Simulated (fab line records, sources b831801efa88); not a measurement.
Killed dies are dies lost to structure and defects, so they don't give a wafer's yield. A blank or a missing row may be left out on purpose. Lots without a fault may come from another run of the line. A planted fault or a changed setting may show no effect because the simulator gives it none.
One fault seen from 2 desks | flow sky130 | each desk has only its own numbers; what lay behind them comes last

THE TOOL OWNER'S DESK: rie_metal-03
The tool's own readings at SKY_METAL3_ETCH_16 (etches BARC in N2/H2, stops on SiO2, time 88.2 s, target depth 60 nm): means of the sampled wafers that have a number, for each lot that ran on this tool. A lot is out of limits, marked OUT, if its mean lies more than 4 standard deviations from the usual mean; the brackets give that distance.
Columns: A = drypump_motor_current_A at SKY_METAL3_ETCH_16, usual 5.7 A; B = oes_product_au at SKY_METAL3_ETCH_16, usual 0.626 a.u.; C = rf_fwd_power_W at SKY_METAL3_ETCH_16, usual 496.0 W; D = throttle_valve_pct at SKY_METAL3_ETCH_16, usual 13.204 %
lot  | first seen here | A   | B     | C               | D
L839 | day 41 20:11    | 5.8 | 0.625 | 496.0           | 13.201
L843 | day 42 17:17    | 5.9 | 0.626 | 576.4 (+47) OUT | 13.197
L845 | day 43 00:20    | 5.7 | 0.629 | 576.6 (+47) OUT | 13.201
L846 | day 43 05:40    | 5.8 | 0.627 | 576.8 (+48) OUT | 13.200
This desk's finding: out of limits on L843, L845, L846; first on L843, day 42 17:17 (rf_fwd_power_W at SKY_METAL3_ETCH_16). In limits: L839.

THE METROLOGY DESK
What the gauges read, lot by lot, whatever tool the lot ran on: means of the sampled wafers that have a number. A lot is out of limits, marked OUT, if its mean lies more than 4 standard deviations from the usual mean; the brackets give that distance.
Columns: A = cd_nm at SKY_METAL3_CD_MEAS_13, usual 299.2 nm; B = METAL3_OVL at SKY_METAL3_OVL_MEAS_14, usual 1 nm
lot  | first seen here | A     | B
L835 | day 40 14:02    | 298.6 | -2
L839 | day 41 20:02    | 298.1 | 6
L842 | day 42 16:57    | 298.2 | 8
L843 | day 42 17:08    | 297.3 | 6
L845 | day 43 00:09    | 298.6 | -2
L846 | day 43 05:29    | 298.4 | -4
L852 | day 44 23:45    | 297.6 | 4
This desk's finding: nothing out of limits on any of the 7 lots.

PUT TOGETHER
The tool owner's desk could have raised an alarm at day 42 17:17, on L843, L845, L846.
The metrology desk saw nothing out of limits.
The metrology desk has L843, L845, L846 on record, within its limits.
Of the lots named, all ran SKY_METAL3_ETCH_16 on rie_metal-03.

WHAT THE SIMULATOR HAD PUT IN
Process parameter drift: rie_metal-03, from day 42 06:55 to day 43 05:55, at SKY_METAL3_ETCH_16. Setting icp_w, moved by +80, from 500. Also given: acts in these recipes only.
Lots struck among those shown: L843, L845, L846.
Hours from the fault's start to each desk's first reading out of limits: the tool owner's desk, 10.
